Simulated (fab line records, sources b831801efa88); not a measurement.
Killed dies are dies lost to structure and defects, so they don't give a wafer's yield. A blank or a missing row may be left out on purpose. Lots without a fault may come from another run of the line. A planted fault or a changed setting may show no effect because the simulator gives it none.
fab line records | flow sky130
record lots=6 wafers=18 last_day=49
route steps=708 shown VIA1@466 METAL2@483 VIA2@507 PAD_OPEN@708
lots that met no fault: from a run of the same line without faults
start_h: hours from the record's first day to the start of the lot's first wafer shown | wait_h: hours since the lot's step before | " the same as in the row above | L1.1+2: a row that stands for several wafers | - no value, or no start given | * or withheld: withheld | < > ~ a bound
route shown NAME@n: a module of which the file shows steps, and the number in the route of the first | usual: mean/standard deviation of fault-free wafers | same: alike in all rows | chamber/n: place in a boat | sites: the reading at each site | _std_site: their standard deviation | _edge_site: outer sites' mean less inner sites' | radius_mm: how far each site lies from the wafer's centre | mask NAME#n: copy n | behind: the tool/chamber that last shaped the wafer | hold: why the lot was held/for how many hours/how that ended | device: the transistor (n, p or np) that didn't switch | end of line: the same wafers' tests at the end of the route | a step without rows: its recipe alone | killed: dies lost to structure and defects at the first sort, not the wafer's yield | map: a wafer's dies, x killed, . not, _ none there
set.NAME: the setting as run; set.NAME@STEP: as run at that earlier step | model.NAME: the simulator's own value behind a step, which no gauge read
lots at some steps of the route; a table a step, a row a wafer
services: from which hour (start_h, from the record's first day; less than 0 if before it) a tool's chamber was out of use, for how many hours, and why
## steps
# step SKY_VIA1_SOFTBAKE_08
# recipe temp_c=100 time_s=90 resist=KrF-thick
# step SKY_VIA1_EXPOSE_09
# recipe mask_id=VIM na=0.8 source_shape=annular sigma_inner=0.55 sigma_outer=0.85 target_cd_nm=150 dose_mj=38
# step SKY_VIA1_PEB_10
# recipe peb_temp_c=withheld peb_time_s=withheld resist=KrF-thick
# step SKY_VIA1_DEVELOP_11
# recipe develop_time_s=60 resist=KrF-thick dev_temp_c=21
# step SKY_VIA1_CD_MEAS_12
# recipe target_cd_nm=150
# usual cd_nm=149.7/1.8
# columns lot.wafer tool chamber start_h wait_h cd_nm
L883.1 cd_sem-02 - 802.16 - 148.6
L883.5 " - " " 149.1
L883.6 " - " " 150.5
L886.2 cd_sem-01 - 835.53 - 146.7
L886.5 " - " " 148.0
L886.6 " - " " 149.9
L891.2 cd_sem-02 - 878.08 - 148.6
L891.3 " - " " 148.4
L891.4 " - " " 149.6
L895.2 cd_sem-02 - 899.38 - 148.2
L895.4 " - " " 149.9
L895.5 " - " " 149.8
L896.3 cd_sem-02 - 907.80 - 150.4
L896.4 " - " " 148.3
L896.6 " - " " 148.4
L898.1 cd_sem-01 - 921.58 - 151.4
L898.3 " - " " 151.9
L898.5 " - " " 150.6
# step SKY_VIA1_OVL_MEAS_13
# usual VIA1_OVL=-5/5.8
# columns lot.wafer tool chamber start_h wait_h VIA1_OVL[nm]
L883.1 overlay-02 - 802.28 0.1 -10
L883.5 " - " " -5
L883.6 " - " " -7
L886.2 overlay-02 - 835.64 0.1 -8
L886.5 " - " " -13
L886.6 " - " " -4
L891.2 overlay-01 - 878.19 0.1 -9
L891.3 " - " " -9
L891.4 " - " " -17
L895.2 overlay-01 - 899.49 0.1 -9
L895.4 " - " " -4
L895.5 " - " " -6
L896.3 overlay-02 - 907.89 0.1 -11
L896.4 " - " " -18
L896.6 " - " " -8
L898.1 overlay-02 - 921.70 0.1 12
L898.3 " - " " 5
L898.5 " - " " 0
# step SKY_VIA1_ETCH_14
# recipe chemistry=N2/H2 target=BARC ion_energy_ev=200 source_w=500 bias_w=100 pressure_mtorr=30 n2_flow_sccm=100 h2_flow_sccm=200 stop_on=SiO2 time_s=45.9 target_depth_a=600
# step SKY_VIA1_ETCH_15
# recipe target=SiO2 chemistry=C4F8/O2/Ar target_depth_nm=351 stop_on=TiN mask_material=KrF-thick source_w=1500 bias_w=1200 pressure_mtorr=40 c4f8_flow_sccm=withheld O2_flow_sccm=6 Ar_flow_sccm=300 time_s=54
# usual oes_product_au=0.982/0.0061
# columns lot.wafer tool chamber start_h wait_h oes_product_au rf_hours_counter_h
L883.1 rie_diel-01 1 802.36 0.0 0.983 1
L883.5 " 1 " " 0.993 -
L883.6 " 0 " " 0.981 -
L886.2 rie_diel-04 0 835.71 0.0 0.981 3
L886.5 " 3 " " 0.979 -
L886.6 " 0 " " 0.975 -
L891.2 rie_diel-01 1 878.26 0.0 0.977 3
L891.3 " 2 " " 0.982 2
L891.4 " 2 " " 0.987 -
L895.2 rie_diel-01 2 899.56 0.0 0.985 3
L895.4 " 2 " " 0.992 -
L895.5 " 0 " " 0.981 -
L896.3 rie_diel-04 0 907.96 0.0 0.992 5
L896.4 " 2 " " 0.973 5
L896.6 " 1 " " 0.982 -
L898.1 rie_diel-01 0 921.78 0.0 0.994 5
L898.3 " 3 " " 0.969 8
L898.5 " 1 " " 0.986 -
# step SKY_VIA1_STRIP_16
# recipe chemistry=O2/N2 power_w=1400 pressure_mtorr=1500 platen_temp_c=withheld o2_flow_sccm=3000 n2_flow_sccm=300 overash_fraction=0.5
# usual drypump_motor_current_A=5.8/0.43 oes_product_au=0.415/0.0041 strip_time_to_endpoint_s=4.447/0.025
# columns lot.wafer tool chamber start_h wait_h drypump_motor_current_A oes_product_au rf_hours_counter_h strip_time_to_endpoint_s
L883.1 plasma_asher-02 1 802.41 0.0 5.7 0.416 101 4.447
L883.5 " 0 " " 6.4 0.419 - 4.418
L883.6 " 1 " " 5.7 0.415 - 4.414
L886.2 plasma_asher-04 0 835.76 0.0 6.0 0.418 5 4.475
L886.5 " 1 " " 5.8 0.425 - 4.455
L886.6 " 0 " " 6.0 0.409 - 4.456
L891.2 plasma_asher-02 1 878.31 0.0 5.7 0.417 110 4.422
L891.3 " 0 " " 6.3 0.408 - 4.406
L891.4 " 1 " " 5.7 0.410 - 4.401
L895.2 plasma_asher-02 1 899.61 0.0 5.6 0.412 112 4.439
L895.4 " 1 " " 5.7 0.415 - 4.441
L895.5 " 0 " " 6.3 0.415 - 4.423
L896.3 plasma_asher-04 0 908.04 0.1 6.0 0.409 - 4.444
L896.4 " 1 " " 5.8 0.413 - 4.451
L896.6 " 1 " " 5.8 0.412 - 4.428
L898.1 plasma_asher-02 0 921.82 0.0 6.3 0.418 114 4.455
L898.3 " 0 " " 6.4 0.413 - 4.462
L898.5 " 0 " " 6.3 0.416 - 4.475
# step SKY_VIA1_STRIP_17
# recipe chemistry=post_etch_residue_remover time_s=1200 temp_c=72.5
# step SKY_VIA1_CLEAN_18
# recipe chemistry=IPA time_s=180 temp_c=25
# step SKY_VIA1_CLEAN_19
# recipe chemistry=O3/DIW dry=n2_spin
# step SKY_VIA1_SPUTTER_20
# recipe material=TiN target_thk_nm=20 chamber_pressure_pa=5 power_w=4000 time_s=80
# usual throttle_valve_pct=30.2/1.2
# columns lot.wafer tool chamber start_h wait_h throttle_valve_pct
L883.1 pvd_sputter-02 - 803.00 0.0 29.9
L883.5 " - " " 31.1
L883.6 " - " " 30.1
L886.2 pvd_sputter-04 - 836.38 0.0 30.8
L886.5 " - " " 29.4
L886.6 " - " " 30.7
L891.2 pvd_sputter-03 - 878.90 0.0 31.0
L891.3 " - " " 29.6
L891.4 " - " " 32.1
L895.2 pvd_sputter-02 - 900.23 0.0 29.9
L895.4 " - " " 28.1
L895.5 " - " " 29.9
L896.3 pvd_sputter-03 - 908.63 0.0 31.1
L896.4 " - " " 28.9
L896.6 " - " " 29.6
L898.1 pvd_sputter-03 - 922.41 0.0 29.7
L898.3 " - " " 29.4
L898.5 " - " " 28.9
# step SKY_VIA1_CVD_21
# recipe material=W target_thk_nm=270 time_s=80.902 temp_c=400 pressure_torr=40
# usual heater_power_w=834/100
# columns lot.wafer tool chamber start_h wait_h heater_power_w
L883.1 cvd_w-01 0 803.06 0.0 917
L883.5 " 0 " " 908
L883.6 " 0 " " 914
L886.2 cvd_w-02 1 836.44 0.0 693
L886.5 " 0 " " 778
L886.6 " 1 " " 714
L891.2 cvd_w-01 1 878.96 0.0 947
L891.3 " 1 " " 998
L891.4 " 0 " " 933
L895.2 cvd_w-01 1 900.29 0.0 987
L895.4 " 1 " " 975
L895.5 " 1 " " 996
L896.3 cvd_w-02 0 908.72 0.1 774
L896.4 " 1 " " 715
L896.6 " 0 " " 762
L898.1 cvd_w-02 0 922.48 0.0 756
L898.3 " 1 " " 730
L898.5 " 1 " " 712
# step SKY_VIA1_RS_MEAS_22
# recipe thk_meas_gauge=four-point-probe reads=W_of_VIA1_CVD_21+TiN_of_VIA1_SPUTTER_20
# usual VIA1_W_RS=0.431/0.0047
# columns lot.wafer tool chamber start_h wait_h VIA1_W_RS[ohm/sq]
L883.1 film_metro-04 - 803.24 0.2 0.432
L883.5 " - " " 0.434
L883.6 " - " " 0.436
L886.2 film_metro-04 - 836.56 0.1 0.428
L886.5 " - " " 0.431
L886.6 " - " " 0.434
L891.2 film_metro-04 - 879.07 0.1 0.432
L891.3 " - " " 0.430
L891.4 " - " " 0.428
L895.2 film_metro-02 - 900.40 0.1 0.433
L895.4 " - " " 0.425
L895.5 " - " " 0.429
L896.3 film_metro-02 - 908.82 0.1 0.429
L896.4 " - " " 0.436
L896.6 " - " " 0.431
L898.1 film_metro-02 - 922.57 0.1 0.435
L898.3 " - " " 0.437
L898.5 " - " " 0.437
# step SKY_VIA1_THK_MEAS_23
# recipe thk_meas_gauge=xrf reads=W_of_VIA1_CVD_21
# usual VIA1_W_THK=271/3.6
# columns lot.wafer tool chamber start_h wait_h VIA1_W_THK[nm]
L883.1 film_metro-04 - 803.36 0.1 269
L883.5 " - " " 267
L883.6 " - " " 268
L886.2 film_metro-04 - 836.67 0.1 273
L886.5 " - " " 272
L886.6 " - " " 269
L891.2 film_metro-04 - 879.18 0.1 266
L891.3 " - " " 268
L891.4 " - " " 268
L895.2 film_metro-02 - 900.51 0.1 268
L895.4 " - " " 272
L895.5 " - " " 269
L896.3 film_metro-02 - 908.92 0.1 270
L896.4 " - " " 267
L896.6 " - " " 270
L898.1 film_metro-02 - 922.69 0.1 269
L898.3 " - " " 268
L898.5 " - " " 267
# step SKY_VIA1_CMP_24
# recipe stop_on=SiO2 t_overpolish_s=15 down_force_psi=3.5 platen_rpm=60 target_thk_nm=0 pad_velocity_m_s=0.94248
# step SKY_METAL2_SPUTTER_00
# recipe material=Ti target_thk_nm=15 power_w=3000 time_s=10 chamber_pressure_pa=0.4
# step SKY_METAL2_SPUTTER_01
# recipe material=TiN target_thk_nm=20 power_w=6500 time_s=16.7 chamber_pressure_pa=0.4
# step SKY_METAL2_SPUTTER_02
# recipe material=AlCu target_thk_nm=250 power_w=10600 time_s=13.3 chamber_pressure_pa=0.4
# step SKY_METAL2_SPUTTER_03
# recipe material=Ti target_thk_nm=5 power_w=3000 time_s=3.3 chamber_pressure_pa=0.4
# usual throttle_valve_pct=30.4/1.1
# columns lot.wafer tool chamber start_h wait_h throttle_valve_pct
L883.1 pvd_sputter-04 - 803.79 0.0 29.6
L883.5 " - " " 30.6
L883.6 " - " " 32.4
L886.2 pvd_sputter-02 - 837.09 0.0 29.4
L886.5 " - " " 28.2
L886.6 " - " " 29.7
L891.2 pvd_sputter-02 - 879.60 0.0 31.2
L891.3 " - " " 30.0
L891.4 " - " " 29.9
L895.2 pvd_sputter-04 - 901.07 0.0 30.5
L895.4 " - " " 29.3
L895.5 " - " " 29.4
L896.3 pvd_sputter-01 - 909.49 0.0 31.1
L896.4 " - " " 29.8
L896.6 " - " " 30.7
L898.1 pvd_sputter-04 - 923.37 0.0 29.6
L898.3 " - " " 32.5
L898.5 " - " " 29.9
# step SKY_METAL2_SPUTTER_04
# recipe material=TiN target_thk_nm=70 power_w=6500 time_s=58.3 chamber_pressure_pa=0.4
# usual throttle_valve_pct=30.4/1.1
# columns lot.wafer tool chamber start_h wait_h throttle_valve_pct
L883.1 pvd_sputter-04 - 803.81 0.0 29.7
L883.5 " - " " 30.4
L883.6 " - " " 32.2
L886.2 pvd_sputter-02 - 837.11 0.0 29.9
L886.5 " - " " 28.2
L886.6 " - " " 29.7
L891.2 pvd_sputter-02 - 879.62 0.0 31.1
L891.3 " - " " 29.7
L891.4 " - " " 30.0
L895.2 pvd_sputter-04 - 901.09 0.0 30.5
L895.4 " - " " 29.5
L895.5 " - " " 29.4
L896.3 pvd_sputter-01 - 909.51 0.0 31.2
L896.4 " - " " 29.6
L896.6 " - " " 31.1
L898.1 pvd_sputter-04 - 923.39 0.0 29.9
L898.3 " - " " 32.2
L898.5 " - " " 29.8
# step SKY_METAL2_RS_MEAS_05
# recipe thk_meas_gauge=four-point-probe reads=TiN_of_METAL2_SPUTTER_04+Ti_of_METAL2_SPUTTER_03+AlCu_of_METAL2_SPUTTER_02+TiN_of_METAL2_SPUTTER_01+Ti_of_METAL2_SPUTTER_00
# usual METAL2_ALCU_RS=0.1268/0.0017
# columns lot.wafer tool chamber start_h wait_h METAL2_ALCU_RS[ohm/sq]
L883.1 film_metro-02 - 803.86 0.0 0.1255
L883.5 " - " " 0.1258
L883.6 " - " " 0.1274
L886.2 film_metro-01 - 837.18 0.0 0.1264
L886.5 " - " " 0.1262
L886.6 " - " " 0.1270
L891.2 film_metro-02 - 879.69 0.0 0.1280
L891.3 " - " " 0.1268
L891.4 " - " " 0.1271
L895.2 film_metro-03 - 901.16 0.0 0.1252
L895.4 " - " " 0.1262
L895.5 " - " " 0.1254
L896.3 film_metro-01 - 909.60 0.1 0.1286
L896.4 " - " " 0.1297
L896.6 " - " " 0.1281
L898.1 film_metro-03 - 923.44 0.0 0.1256
L898.3 " - " " 0.1267
L898.5 " - " " 0.1257
# step SKY_METAL2_THK_MEAS_06
# recipe thk_meas_gauge=xrf reads=AlCu_of_METAL2_SPUTTER_02
# usual METAL2_ALCU_THK=245/3.4
# columns lot.wafer tool chamber start_h wait_h METAL2_ALCU_THK[nm]
L883.1 film_metro-02 - 803.98 0.1 249
L883.5 " - " " 245
L883.6 " - " " 241
L886.2 film_metro-01 - 837.29 0.1 243
L886.5 " - " " 246
L886.6 " - " " 243
L891.2 film_metro-02 - 879.80 0.1 244
L891.3 " - " " 247
L891.4 " - " " 245
L895.2 film_metro-03 - 901.27 0.1 247
L895.4 " - " " 246
L895.5 " - " " 248
L896.3 film_metro-01 - 909.70 0.1 241
L896.4 " - " " 237
L896.6 " - " " 242
L898.1 film_metro-03 - 923.56 0.1 247
L898.3 " - " " 242
L898.5 " - " " 246
# step SKY_METAL2_DEHYDRATE_07
# recipe temp_c=200 time_s=60
# step SKY_METAL2_HMDS_08
# recipe prime_time_s=60 prime_temp_c=120
# step SKY_METAL2_COAT_09
# recipe resist=BARC temp_c=withheld time_s=withheld spin_rpm=3000 resist_thk_nm=60
# step SKY_METAL2_COAT_10
# recipe resist=KrF-thick spin_rpm=3000 resist_thk_nm=450
# step SKY_METAL2_SOFTBAKE_11
# recipe temp_c=100 time_s=90 resist=KrF-thick
# step SKY_METAL2_EXPOSE_12
# recipe mask_id=MM2 na=0.8 source_shape=annular sigma_inner=0.55 sigma_outer=0.85 target_cd_nm=140 dose_mj=28
# step SKY_METAL2_PEB_13
# recipe peb_temp_c=withheld peb_time_s=withheld resist=KrF-thick
# step SKY_METAL2_DEVELOP_14
# recipe develop_time_s=60 resist=KrF-thick dev_temp_c=21
# step SKY_METAL2_CD_MEAS_15
# recipe target_cd_nm=140
# usual cd_nm=140.3/1.6
# columns lot.wafer tool chamber start_h wait_h cd_nm
L883.1 cd_sem-01 - 830.79 - 139.4
L883.5 " - " " 140.1
L883.6 " - " " 139.7
L886.2 cd_sem-02 - 863.98 - 141.2
L886.5 " - " " 140.7
L886.6 " - " " 141.2
L891.2 cd_sem-02 - 904.93 - 142.7
L891.3 " - " " 142.8
L891.4 " - " " 143.3
L895.2 cd_sem-02 - 926.41 - 139.8
L895.4 " - " " 139.4
L895.5 " - " " 139.9
L896.3 cd_sem-02 - 935.08 - 140.9
L896.4 " - " " 141.2
L896.6 " - " " 140.4
L898.1 cd_sem-02 - 948.76 - 139.5
L898.3 " - " " 141.1
L898.5 " - " " 140.5
# step SKY_METAL2_OVL_MEAS_16
# usual METAL2_OVL=2/5.4
# columns lot.wafer tool chamber start_h wait_h METAL2_OVL[nm]
L883.1 overlay-01 - 830.91 0.1 -6
L883.5 " - " " -10
L883.6 " - " " -6
L886.2 overlay-01 - 864.09 0.1 -4
L886.5 " - " " -9
L886.6 " - " " 2
L891.2 overlay-02 - 905.04 0.1 -2
L891.3 " - " " 0
L891.4 " - " " 4
L895.2 overlay-02 - 926.51 0.1 5
L895.4 " - " " 9
L895.5 " - " " 7
L896.3 overlay-02 - 935.17 0.1 8
L896.4 " - " " 4
L896.6 " - " " 16
L898.1 overlay-02 - 948.88 0.1 -2
L898.3 " - " " 6
L898.5 " - " " -5
# step SKY_METAL2_DESCUM_17
# recipe chemistry=O2 source_power_w=150 bias_power_w=0 pressure_mtorr=10 temp_c=40 time_s=8
# step SKY_METAL2_ETCH_18
# recipe chemistry=N2/H2 target=BARC ion_energy_ev=200 bias_w=100 pressure_mtorr=30 n2_flow_sccm=100 h2_flow_sccm=200 icp_w=500 stop_on=SiO2 time_s=45.9 target_depth_a=600
# step SKY_METAL2_METAL_ETCH_19
# recipe target_depth_a=3600 stop_on=SiO2 over_etch_frac=0.3 time_s=78 chemistry=Cl2/BCl3 resist_sidewall_deg=88 pressure_mtorr=10 icp_w=900 bias_w=48.5 Cl2_flow_sccm=60 bcl3_flow_sccm=30
# step SKY_METAL2_STRIP_20
# recipe chemistry=O2/N2 power_w=1400 pressure_mtorr=1500 platen_temp_c=withheld o2_flow_sccm=3000 n2_flow_sccm=300 overash_fraction=0.5
# step SKY_METAL2_STRIP_21
# recipe chemistry=post_etch_residue_remover time_s=1200 temp_c=72.5
# step SKY_METAL2_CLEAN_22
# recipe chemistry=IPA time_s=180 temp_c=25
# step SKY_METAL2_CLEAN_23
# recipe chemistry=O3/DIW dry=n2_spin
# step SKY_VIA2_HDPCVD_00
# recipe material=SiO2 target_thk_nm=1180 sigma_open_frac=0.3 time_s=196.7 temp_c=400 sih4_flow_sccm=60 pressure_mtorr=6
# step SKY_PAD_OPEN_PROBE_99
# usual defect_limited_yield=82.6/1.9 killed_at_M0_to_M3=43/7.3 killed_at_M4_up=3.0/2 killed_at_contacts=24/5.2 killed_at_front_end=15/4.4 killed_at_other=0.2/0.48 killed_dies=86/9.1 killed_open=47/7.3 killed_short=38/6.4 sort_bin_3_pad_short=0.8/0.38 sort_bin_5_function=10.5/1.4 sort_bin_6_memory=6.1/1.1 sort_n_pass=406/9.1 sort_yield_pct=82.6/1.9
# same gross_dies=492 killed_at_back_side=0 sort_bin_4_leakage[%]=0 sort_bin_8_speed[%]=0
# columns lot.wafer tool chamber start_h wait_h hold defect_limited_yield[%] killed_at_M0_to_M3 killed_at_M4_up killed_at_contacts killed_at_front_end killed_at_other killed_dies killed_open killed_short sort_bin_3_pad_short[%] sort_bin_5_function[%] sort_bin_6_memory[%] sort_n_pass sort_yield_pct[%] model.etest.tester.sort_n_pass model.etest.tester.sort_yield_pct model.etest.tester.sort_bin_5_pct model.etest.tester.sort_bin_3_pct
L883.1 prober-01 - 1083.84 0.1 - 85.0 35 3 21 15 0 74 44 30 0.4 9.3 5.3 418 85.0 418 84.96 9.35 0.4065
L883.5 prober-01 - 1084.04 0.2 - 80.9 55 1 25 13 0 94 51 43 0.6 11.8 6.7 398 80.9 398 80.89 11.79 0.6098
L883.6 prober-01 - 1084.09 0.2 - 80.9 47 5 32 10 0 94 40 54 1.2 10.8 7.1 398 80.9 398 80.89 10.77 1.22
L886.2 prober-02 - 1108.91 0.1 - 82.3 46 2 26 13 0 87 50 36 1.0 11.2 5.5 405 82.3 405 82.32 11.18 1.016
L886.5 prober-02 - 1109.06 0.2 - 86.0 35 2 19 13 0 69 43 26 0.8 8.5 4.7 423 86.0 423 85.98 8.537 0.813
L886.6 prober-02 - 1109.11 0.2 - 85.8 36 4 23 7 0 70 34 36 1.0 7.7 5.5 422 85.8 422 85.77 7.724 1.016
L891.2 prober-02 - 1139.47 0.1 - 81.5 46 6 20 19 0 91 55 36 1.2 11.6 5.7 401 81.5 401 81.5 11.59 1.22
L891.3 prober-02 - 1139.52 0.2 - 82.5 47 3 17 19 0 86 42 44 0.4 10.8 6.3 406 82.5 406 82.52 10.77 0.4065
L891.4 prober-02 - 1139.57 0.2 - 83.3 43 1 19 18 1 82 49 33 0.4 10.2 6.1 410 83.3 410 83.33 10.16 0.4065
L895.2 prober-01 - 1157.29 0.1 - 84.3 34 5 19 19 0 77 41 36 0.6 10.8 4.3 415 84.3 415 84.35 10.77 0.6098
L895.4 prober-01 - 1157.39 0.2 - 83.1 42 2 30 9 0 83 41 42 0.4 11.2 5.3 409 83.1 409 83.13 11.18 0.4065
L895.5 prober-01 - 1157.44 0.2 - 84.1 27 1 32 17 1 78 43 35 0.8 8.9 6.1 414 84.1 414 84.15 8.943 0.813
L896.3 prober-02 - 1164.19 0.2 await_dispo/3.0h/release 84.3 34 3 16 24 0 77 41 36 1.0 9.3 5.3 415 84.3 415 84.35 9.35 1.016
L896.4 prober-02 - 1164.24 0.2 await_dispo/3.0h/release 77.4 65 4 21 21 0 111 45 38 2.4 12.8 7.3 381 77.4 381 77.44 12.8 2.439
L896.6 prober-02 - 1164.34 0.2 await_dispo/3.0h/release 83.9 41 1 17 20 0 79 47 31 0.4 9.8 5.9 413 83.9 413 83.94 9.756 0.4065
L898.1 prober-02 - 1171.46 0.1 await_dispo/2.7h/release 83.5 49 2 19 11 0 81 45 35 0.6 9.6 6.3 411 83.5 411 83.54 9.553 0.6098
L898.3 prober-02 - 1171.56 0.2 await_dispo/2.7h/release 78.3 66 3 25 13 0 107 45 35 2.6 14.0 5.1 385 78.3 385 78.25 14.02 2.642
L898.5 prober-02 - 1171.66 0.2 await_dispo/2.7h/release 77.6 80 2 21 7 0 110 48 37 2.2 13.2 6.9 382 77.6 382 77.64 13.21 2.236
# killed by level:class
L883.1 VIA1:geometric_particle:open=13 CONTACT:geometric_particle:open=11 POLY_GATE:geometric_particle:short=6 METAL1:geometric_particle:short=4 POLY_GATE:geometric_particle:open=3 LI_CONTACT:geometric_particle:open=3 VIA1:geometric_particle:short=3 VIA2:geometric_particle:open=3
L883.5 VIA1:geometric_particle:open=15 VIA1:geometric_particle:short=8 LI_CONTACT:geometric_particle:open=7 VIA3:geometric_particle:open=6 CONTACT:geometric_particle:open=6 CONTACT:geometric_particle:short=6 METAL1:geometric_particle:short=6 VIA2:geometric_particle:open=5
L883.6 METAL2:geometric_particle:short=9 LOCAL_INTERCONNECT:geometric_particle:short=9 CONTACT:geometric_particle:open=8 VIA3:geometric_particle:open=8 LI_CONTACT:geometric_particle:open=7 VIA1:geometric_particle:open=7 VIA1:geometric_particle:short=6 VIA2:geometric_particle:open=4
L886.2 CONTACT:geometric_particle:open=10 VIA1:geometric_particle:open=8 LI_CONTACT:geometric_particle:open=7 VIA2:geometric_particle:open=7 FIELD_ISO:geometric_particle:open=6 VIA1:geometric_particle:short=6 VIA3:geometric_particle:open=6 CONTACT:geometric_particle:short=5
L886.5 VIA2:geometric_particle:open=10 LI_CONTACT:geometric_particle:open=7 CONTACT:geometric_particle:open=6 METAL2:geometric_particle:short=5 VIA3:geometric_particle:open=5 FIELD_ISO:geometric_particle:open=4 FIELD_ISO:geometric_particle:short=4 METAL1:geometric_particle:short=4
L886.6 VIA1:geometric_particle:open=8 CONTACT:geometric_particle:open=7 CONTACT:geometric_particle:short=7 VIA2:geometric_particle:open=6 LOCAL_INTERCONNECT:geometric_particle:short=4 VIA2:geometric_particle:short=4 FIELD_ISO:geometric_particle:open=3 LI_CONTACT:geometric_particle:open=3
L891.2 POLY_GATE:geometric_particle:open=10 VIA1:geometric_particle:open=10 VIA2:geometric_particle:open=8 LI_CONTACT:geometric_particle:open=7 VIA3:geometric_particle:open=7 VIA1:geometric_particle:short=6 VIA2:geometric_particle:short=5 FIELD_ISO:geometric_particle:open=4
L891.3 VIA1:geometric_particle:open=10 METAL2:geometric_particle:short=8 FIELD_ISO:geometric_particle:short=7 VIA3:geometric_particle:open=7 POLY_GATE:geometric_particle:open=6 CONTACT:geometric_particle:open=6 METAL3:geometric_particle:short=5 VIA2:geometric_particle:open=4
L891.4 VIA2:geometric_particle:open=12 VIA1:geometric_particle:open=8 FIELD_ISO:geometric_particle:short=6 POLY_GATE:geometric_particle:open=6 CONTACT:geometric_particle:open=5 LI_CONTACT:geometric_particle:open=5 FIELD_ISO:geometric_particle:open=4 METAL2:geometric_particle:short=4
L895.2 VIA1:geometric_particle:open=14 FIELD_ISO:geometric_particle:short=7 CONTACT:geometric_particle:short=6 CONTACT:geometric_particle:open=5 POLY_GATE:geometric_particle:short=5 LI_CONTACT:geometric_particle:open=5 FIELD_ISO:geometric_particle:open=4 VIA3:geometric_particle:short=4
L895.4 CONTACT:geometric_particle:open=9 LOCAL_INTERCONNECT:geometric_particle:short=9 VIA1:geometric_particle:open=8 METAL1:geometric_particle:short=7 VIA2:geometric_particle:open=6 VIA3:geometric_particle:open=6 VIA1:geometric_particle:short=5 VIA3:geometric_particle:short=5
L895.5 CONTACT:geometric_particle:open=10 VIA1:geometric_particle:open=8 CONTACT:geometric_particle:short=7 LI_CONTACT:geometric_particle:open=6 LOCAL_INTERCONNECT:geometric_particle:short=6 POLY_GATE:geometric_particle:open=5 VIA2:geometric_particle:open=5 FIELD_ISO:geometric_particle:open=4
L896.3 POLY_GATE:geometric_particle:open=7 POLY_GATE:geometric_particle:short=6 VIA3:geometric_particle:open=6 FIELD_ISO:geometric_particle:open=5 LI_CONTACT:geometric_particle:open=5 VIA1:geometric_particle:open=5 VIA2:geometric_particle:open=5 LOCAL_INTERCONNECT:geometric_particle:short=4
L896.4 VIA1:unspecified=25 CONTACT:geometric_particle:open=9 VIA3:geometric_particle:open=8 FIELD_ISO:geometric_particle:open=7 METAL1:geometric_particle:short=6 VIA1:geometric_particle:short=6 POLY_GATE:geometric_particle:short=5 LI_CONTACT:geometric_particle:open=5
L896.6 VIA3:geometric_particle:open=11 FIELD_ISO:geometric_particle:open=7 LI_CONTACT:geometric_particle:open=7 VIA1:geometric_particle:open=7 FIELD_ISO:geometric_particle:short=6 CONTACT:geometric_particle:open=6 VIA2:geometric_particle:open=6 VIA3:geometric_particle:short=5
L898.1 VIA1:geometric_particle:open=10 VIA2:geometric_particle:open=10 CONTACT:geometric_particle:open=9 VIA3:geometric_particle:open=6 CONTACT:geometric_particle:short=5 VIA1:geometric_particle:short=5 METAL2:geometric_particle:short=5 FIELD_ISO:geometric_particle:short=4
L898.3 VIA1:unspecified=27 CONTACT:geometric_particle:open=11 VIA1:geometric_particle:open=8 LI_CONTACT:geometric_particle:open=6 METAL3:geometric_particle:short=6 FIELD_ISO:geometric_particle:open=5 METAL1:geometric_particle:short=5 METAL2:geometric_particle:short=5
L898.5 VIA1:unspecified=25 VIA1:geometric_particle:open=10 VIA2:geometric_particle:open=9 METAL3:geometric_particle:short=8 LI_CONTACT:geometric_particle:open=8 CONTACT:geometric_particle:open=8 VIA2:geometric_particle:short=7 METAL2:geometric_particle:short=6
# map L896.4 (x killed, . not)
__________........x._________
________.....xx......._______
______.....x............_____
_____.......x..x..x......____
____x..x..x.......x.......___
___.x..............x.......__
__....x.....xx.....x.x.....x_
_x....x..........x....x..xxxx
_.....xx....x.x.x.x..x.xx..xx
_.........xx......x...xx.xxxx
_.....x....x......x......xxxx
_.........x.......xxx...xxxxx
_........xx.x........xx..xxxx
_..xx....................x..x
_........x.x.....xx......x...
__..x...x.....xx....x......x_
___.x..xx........x.......x.__
____....xxx.....x..x..xx..___
_____....x.....xx.x..x...____
______..x..........xx..x_____
________x.....xx......_______
__________.........._________
# map L898.5 (x killed, . not)
__________..x.x....._________
________.............._______
______..x..............._____
_____.....x.......x......____
____......................___
___.x.....x..x.x....x...xx.__
__....x.x......xx...xx.x..xx_
_...x........x....x..xx..xxxx
_......xx................xxxx
_.x...x.........x..x....xxxxx
_...x......xx...x.....x..xxxx
_..xxxx..x.x...x..x..x..xxxxx
_...........x........x...xxxx
_......x.x.x....x...xxx.....x
_.......x..........x..x.x....
__..xx.x.x.x......x.x....xx._
___.....x............x.....__
____.....x......x.......x.___
_____x.....x.............____
______..x.....x........._____
________.....xx.x....._______
__________..x.x....x_________
## services
# columns tool chamber start_h hours kind
plasma_asher-04 - 793.30 14.6 pm
cvd_w-01 1 800.20 4.9 repair
pvd_sputter-02 - 807.03 6.9 repair
rie_diel-01 0 831.11 1.8 repair
pvd_sputter-04 3 832.59 - consumable_replace:kit
pvd_sputter-04 3 832.59 18.0 scheduled_down
pvd_sputter-04 3 832.59 18.0 vent_cycle
pvd_sputter-03 - 839.46 1.6 repair
pvd_sputter-04 - 847.50 3.9 repair
pvd_sputter-04 - 849.71 3.3 repair
cvd_w-01 0 854.62 10.7 repair
rie_diel-04 3 857.93 5.8 repair
pvd_sputter-04 - 869.93 10.5 repair
rie_diel-01 3 870.69 12.8 repair
plasma_asher-04 - 874.93 2.8 pm
rie_diel-04 - 885.17 0.2 repair
plasma_asher-04 - 886.86 0.9 repair
plasma_asher-04 - 887.14 0.8 repair
rie_diel-01 3 891.60 17.1 repair
plasma_asher-04 - 896.30 5.5 repair
cvd_w-01 - 904.00 14.0 pm
pvd_sputter-02 3 909.92 - consumable_replace:kit
pvd_sputter-02 - 917.59 2.4 repair
rie_diel-04 0 921.37 3.0 repair
## key
first_sign step=SKY_PAD_OPEN_PROBE_99 reading=sort_bin_3_pad_short direction=up sigmas=4.3 usual=0.8 struck=2.4
effect step=SKY_PAD_OPEN_PROBE_99 reading=killed_at_M0_to_M3 direction=up sigmas=3.7 usual=43 struck=70
model_effect step=SKY_PAD_OPEN_PROBE_99 value=etest.tester.sort_n_pass without=405.3 struck=382.7
met_at SKY_VIA1_SPUTTER_20
struck_wafers L896.4,L898.3,L898.5
fault kind=chamber_particle_source tool=pvd_sputter-03 chamber=- onset_h=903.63 steps=SKY_VIA1_SPUTTER_20 rate_per_visit_cm2=1.1935 end_h=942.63 scope=struck_wafers_only
